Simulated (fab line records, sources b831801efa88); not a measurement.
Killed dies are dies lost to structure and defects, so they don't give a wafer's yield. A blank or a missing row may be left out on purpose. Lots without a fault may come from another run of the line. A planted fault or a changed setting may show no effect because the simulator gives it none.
Which tool did it? | flow gf180mcu | 10 lots, 30 wafers sampled, at 4 steps of a route of 602

WHAT THE GAUGES READ, wafer by wafer
GF_V5_RS_MEAS_24: measures by four-point-probe.
lot  | measured     | on            | V5_W_RS (ohm/sq)
L329 | day 27 05:46 | film_metro-03 | 0.328 0.328 0.331
L331 | day 27 21:11 | film_metro-04 | 0.326 0.326 0.324
L332 | day 28 06:29 | film_metro-02 | 0.325 0.325 0.322
L333 | day 28 13:45 | film_metro-02 | 0.334 0.334 0.336
L337 | day 30 01:59 | film_metro-02 | 0.505 0.326 0.329 0.505 0.325 0.329
L338 | day 30 09:25 | film_metro-03 | 0.496 0.330 0.511 0.497 0.330 0.512
L347 | day 32 17:31 | film_metro-02 | 0.328 0.336 0.331
L348 | day 32 20:50 | film_metro-03 | 0.321 0.331 0.328
L349 | day 33 06:56 | film_metro-03 | 0.338 0.338 0.337
L351 | day 33 15:55 | film_metro-02 | 0.332 0.329 0.328

WHICH TOOL RAN EACH LOT (tool, then ch and the chambers of the sampled wafers, then the start)
lot  | GF_MIM_SPUTTER_02            | GF_V5_STRIP_18                       | GF_V5_CVD_23
L329 | pvd_sputter-02, day 24 12:27 | plasma_asher-04 ch 0,1, day 27 05:01 | cvd_w-01 ch 0,1, day 27 05:40
L331 | pvd_sputter-02, day 25 03:50 | plasma_asher-02 ch 0,1, day 27 20:25 | cvd_w-01 ch 0,1, day 27 21:04
L332 | pvd_sputter-04, day 25 14:53 | plasma_asher-01 ch 0, day 28 05:43   | cvd_w-01 ch 0,1, day 28 06:21
L333 | pvd_sputter-03, day 25 23:07 | plasma_asher-02 ch 0,1, day 28 12:59 | cvd_w-02 ch 0,1, day 28 13:37
L337 | pvd_sputter-02, day 27 14:04 | plasma_asher-02 ch 0,1, day 30 01:13 | cvd_w-01 ch 0,1, day 30 01:51
L338 | pvd_sputter-04, day 27 20:38 | plasma_asher-01 ch 0, day 30 08:39   | cvd_w-01 ch 0,1, day 30 09:17
L347 | pvd_sputter-02, day 30 10:36 | plasma_asher-02 ch 0,1, day 32 16:46 | cvd_w-02 ch 0,1, day 32 17:24
L348 | pvd_sputter-02, day 30 14:08 | plasma_asher-04 ch 0,1, day 32 19:58 | cvd_w-01 ch 0,1, day 32 20:43
L349 | pvd_sputter-02, day 31 01:29 | plasma_asher-04 ch 0,1, day 33 06:04 | cvd_w-02 ch 1, day 33 06:44
L351 | pvd_sputter-03, day 31 11:50 | plasma_asher-01 ch 0,1, day 33 15:05 | cvd_w-02 ch 0,1, day 33 15:49
- GF_MIM_SPUTTER_02: material AlCu, target thk 450 nm, time 23.9 s.
- GF_V5_STRIP_18: strips in O2/N2.
- GF_V5_CVD_23: deposits W, target thk 350 nm, time 104.9 s.

THE ANSWER, worked out from the rows above alone
Rule: what is usual is taken from the lots themselves. Put in order of their means at a reading, lots are off if they are a third of the lots or fewer, leave a main group of 4 or more, and stand apart from it by a gap of 3 or more times the standard deviation of the main group's means; of several such gaps the widest counts. A main group whose means are all the same, to the digits that the tables above print for the reading, isn't used. A lot without any number at a reading at which 4 lots or more have one is off too. The other lots that the step has rows for count as sound.
Off: L337, L338, at GF_V5_RS_MEAS_24 (V5_W_RS). The main group: mean 0.330 ohm/sq, standard deviation 0.0044.
A tool fits if, at a process step before that reading, it ran every lot that is off, and no sound lot after the first of them. The gauges at GF_V5_RS_MEAS_24 are tried like those tools. None of those tried fits.

WHAT THE SIMULATOR HAD PUT IN
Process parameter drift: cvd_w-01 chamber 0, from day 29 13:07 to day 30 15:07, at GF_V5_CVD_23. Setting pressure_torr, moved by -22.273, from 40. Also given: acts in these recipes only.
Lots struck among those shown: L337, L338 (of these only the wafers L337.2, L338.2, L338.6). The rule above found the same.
